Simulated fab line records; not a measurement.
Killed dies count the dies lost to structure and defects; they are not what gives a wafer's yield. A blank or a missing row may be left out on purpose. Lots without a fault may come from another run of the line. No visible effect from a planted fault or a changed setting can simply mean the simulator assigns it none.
Struck lot and sound lot, side by side / flow sfq-line / 41 out of 325 route steps
Sound: these wafers, L990.2, L990.3, L990.4. Struck: wafers L995.1, L995.2, L995.5. The cause is named last.
Per side, at each step with rows, come the tool, then ch with its chambers, and then its first start. Under that, the readings that differ: sound wafers / struck wafers / difference of the means / sigmas: that difference in standard deviations of wafers without a fault.
alike: readings whose means differ by less than 2 such deviations, and words and numbers that are the same on both sides. not compared: withheld readings, readings that some wafer has no value for, bounds like >300 that may hide the same value, and numbers for which the record gives no deviation and whose values overlap.
Wherever a step has rows on one side only, a row that says differs or no value, or a row with sigmas, the two part there. Non-overlapping numbers with no deviation appear without sigmas and do not part them. Lack of a reading on every wafer of one side parts them only where that side has two or more wafers.

first, 6 steps without rows for these wafers: SFQ_TRILAYER_C5_LITHO_COAT_156 (resist thk 62 nm); SFQ_TRILAYER_C5_LITHO_COAT_151 (resist thk 650 nm); SFQ_TRILAYER_C5_LITHO_SOFTBAKE_155; SFQ_TRILAYER_C5_LITHO_EXPOSE_152 (exposes mask C5, target cd 500 nm); SFQ_TRILAYER_C5_LITHO_PEB_154 (peb time 60 s); SFQ_TRILAYER_C5_LITHO_DEVELOP_153 (time 60 s).
SFQ_C5_OVL_MEAS_937:
  sound on overlay-02, day 67 15:59; struck on overlay-02, day 69 22:47
  alike: C5_OVL
then, 2 steps without rows for these wafers: SFQ_TRILAYER_C5_BARC_OPEN_VIA_ETCH_210 (etches BARC in O2, target depth 125 nm, time 41.7 s); SFQ_TRILAYER_C5_ETCH_VIA_ETCH_154 (etches SiO2 in CHF3, stops on Nb, target depth 84 nm).
SFQ_TRILAYER_C5_STRIP_STRIP_155: strips in O2.
  sound on rie-metal-01 ch 0,1, day 67 16:07; struck on rie-metal-02 ch 0, day 69 22:57
reading=oes-product-au (a.u.); sound=1.013 1.006 1.018; struck=0.987 0.995 0.986; difference=-0.023; sigmas=-3
  alike: drypump-motor-current-A
  not compared: rf-hours-counter-h
then, 2 steps without rows for these wafers: SFQ_TRILAYER_C5_STRIP_SOLV_CLEAN_156 (cleans in NMP, time 600 s); SFQ_TRILAYER_M6_DEP_PRE_CLEAN_158 (time 22.5 s).
SFQ_TRILAYER_M6_DEP_SPUTTER_157: material Nb, target thk 200 nm, time 133.3 s.
  sound on pvd-sputter-03, day 67 16:55; struck on pvd-sputter-03, day 70 00:21
reading=model.Nb_of_TRILAYER_M6_DEP_SPUTTER_157.thk-nm (nm); sound=202.3 200.7 198.7; struck=187.1 189.9 187; difference=-12.6; sigmas=
  alike: throttle-valve-pct
SFQ_M6_RS_MEAS_938: measures by four-point-probe.
  sound on film-metro-04, day 67 17:02; struck on film-metro-02, day 70 00:44
reading=M6_NB_RS (ohm/sq); sound=0.879 0.886 0.895; struck=0.952 0.937 0.954; difference=+0.061; sigmas=+9
  not compared: hold
then, 5 steps without rows for these wafers: SFQ_TRILAYER_M6_LITHO_COAT_159 (resist thk 600 nm); SFQ_TRILAYER_M6_LITHO_SOFTBAKE_163; SFQ_TRILAYER_M6_LITHO_EXPOSE_160 (exposes mask M6, target cd 500 nm); SFQ_TRILAYER_M6_LITHO_PEB_162 (peb time 58.65 s); SFQ_TRILAYER_M6_LITHO_DEVELOP_161 (time 60 s).
-- the record jumps here: 5 days lie between the struck wafers' starts before and after --
SFQ_M6_OVL_MEAS_940:
  sound on overlay-02, day 73 06:14; struck on overlay-01, day 75 09:49
  alike: M6_OVL
then, 1 step without rows for these wafers: SFQ_TRILAYER_M6_BARC_OPEN_METAL_ETCH_206 (etches BARC in O2, target depth 125 nm, time 41.7 s).
SFQ_TRILAYER_M6_ETCH_METAL_ETCH_162: etches Nb in Cl2/Ar, stops on SiO2, target depth 240 nm, time 120 s.
  sound on rie-metal-01 ch 0,1, day 73 06:20; struck on rie-metal-01 ch 0,1, day 75 09:55
reading=oes-product-au (a.u.); sound=0.900 0.900 0.889; struck=0.857 0.869 0.863; difference=-0.033; sigmas=-6
  alike: drypump-motor-current-A
  not compared: rf-hours-counter-h
then, 2 steps without rows for these wafers: SFQ_TRILAYER_M6_STRIP_STRIP_163 (strips in O2); SFQ_TRILAYER_M6_STRIP_SOLV_CLEAN_164 (cleans in NMP, time 600 s).
SFQ_TRILAYER_I6_DEP_PECVD_165: deposits SiO2 from SiH4/N2O, time 111.11 s, target thk 500 nm.
  sound on pecvd-01 ch 0,2, day 73 07:14; struck on pecvd-04 ch 0,1, day 75 10:49
  alike: heater-power-w, throttle-valve-pct
SFQ_TRILAYER_I6_CMP_CMP_166: polishes SiO2.
  sound on cmp-01 ch 1,2,3, day 73 07:19; struck on cmp-01 ch 2,3, day 75 10:54
  alike: motor-current-A, slurry-filter-dp-kPa, slurry-flow-ml-min, time-to-endpoint-s
SFQ_I6_BOW_MEAS_941:
  sound on film-metro-04, day 73 10:20; struck on film-metro-03, day 75 13:54
  alike: I6_BOW
then, 7 steps without rows for these wafers: SFQ_TRILAYER_I6_METRO_MEASURE_167; SFQ_TRILAYER_I6_VIA_LITHO_COAT_174 (resist thk 62 nm); SFQ_TRILAYER_I6_VIA_LITHO_COAT_169 (resist thk 650 nm); SFQ_TRILAYER_I6_VIA_LITHO_SOFTBAKE_173; SFQ_TRILAYER_I6_VIA_LITHO_EXPOSE_170 (exposes mask I6, target cd 700 nm); SFQ_TRILAYER_I6_VIA_LITHO_PEB_172 (peb time 60 s); SFQ_TRILAYER_I6_VIA_LITHO_DEVELOP_171 (time 60 s).
-- the record jumps here: 4 days lie between the struck wafers' starts before and after --
SFQ_I6_OVL_MEAS_942:
  sound on overlay-02, day 78 05:49; struck on overlay-02, day 79 15:25
  alike: I6_OVL
SFQ_TRILAYER_I6_VIA_BARC_OPEN_VIA_ETCH_235: etches BARC in O2, target depth 125 nm, time 43.26 s.
  sound on rie-diel-03 ch 0,1,3, day 78 05:51; struck on rie-diel-03 ch 0,2,3, day 79 15:27
  alike: drypump-motor-current-A, oes-product-au
  not compared: rf-hours-counter-h
SFQ_TRILAYER_I6_VIA_ETCH_VIA_ETCH_172: etches SiO2 in CHF3, stops on Nb, target depth 260 nm.
  sound on rie-diel-03 ch 0,1,3, day 78 05:53; struck on rie-diel-03 ch 0,2,3, day 79 15:29
reading=model.Nb_of_TRILAYER_M6_DEP_SPUTTER_157.thk-nm (nm); sound=202.3 200.7 198.6; struck=187.1 189.9 187; difference=-12.5; sigmas=
  alike: drypump-motor-current-A, oes-product-au
SFQ_TRILAYER_I6_VIA_STRIP_STRIP_173: strips in O2.
  sound on rie-metal-02 ch 0,1, day 78 06:01; struck on rie-metal-02 ch 0,1, day 79 15:37
  alike: drypump-motor-current-A, oes-product-au
  not compared: rf-hours-counter-h
then, 2 steps without rows for these wafers: SFQ_TRILAYER_I6_VIA_STRIP_SOLV_CLEAN_174 (cleans in NMP, time 600 s); SFQ_TRILAYER_M7_DEP_PRE_CLEAN_176 (time 22.5 s).
-- the record jumps here: 9 days lie between the struck wafers' starts before and after --
SFQ_M8_BOW_MEAS_951:
  sound on film-metro-02, day 87 02:31; struck on film-metro-03, day 88 17:58
reading=model.etest.m6.ohm-um; sound=1.746 1.755 1.779; struck=1.887 1.858 1.885; difference=+0.117; sigmas=
reading=model.etest.i5.link-ohm; sound=2.246 2.268 2.271; struck=2.338 2.323 2.329; difference=+0.068; sigmas=
reading=model.etest.m6.ohm-sq; sound=0.8798 0.887 0.8961; struck=0.9514 0.9376 0.9518; difference=+0.0593; sigmas=
reading=model.etest.i6.link-ohm; sound=1.868 1.866 1.886; struck=1.933 1.926 1.935; difference=+0.058; sigmas=
  alike: M8_BOW

== WHERE THEY PART ==
Last at SFQ_TRILAYER_M6_ETCH_METAL_ETCH_162 as far as this record goes, first at SFQ_TRILAYER_C5_STRIP_STRIP_155. Later steps at which nothing parts them and some readings are alike: SFQ_TRILAYER_I6_DEP_PECVD_165, SFQ_TRILAYER_I6_CMP_CMP_166, SFQ_I6_BOW_MEAS_941, SFQ_I6_OVL_MEAS_942, SFQ_TRILAYER_I6_VIA_BARC_OPEN_VIA_ETCH_235, SFQ_TRILAYER_I6_VIA_ETCH_VIA_ETCH_172, SFQ_TRILAYER_I6_VIA_STRIP_STRIP_173, SFQ_M8_BOW_MEAS_951.

WHY: what the simulator had put in
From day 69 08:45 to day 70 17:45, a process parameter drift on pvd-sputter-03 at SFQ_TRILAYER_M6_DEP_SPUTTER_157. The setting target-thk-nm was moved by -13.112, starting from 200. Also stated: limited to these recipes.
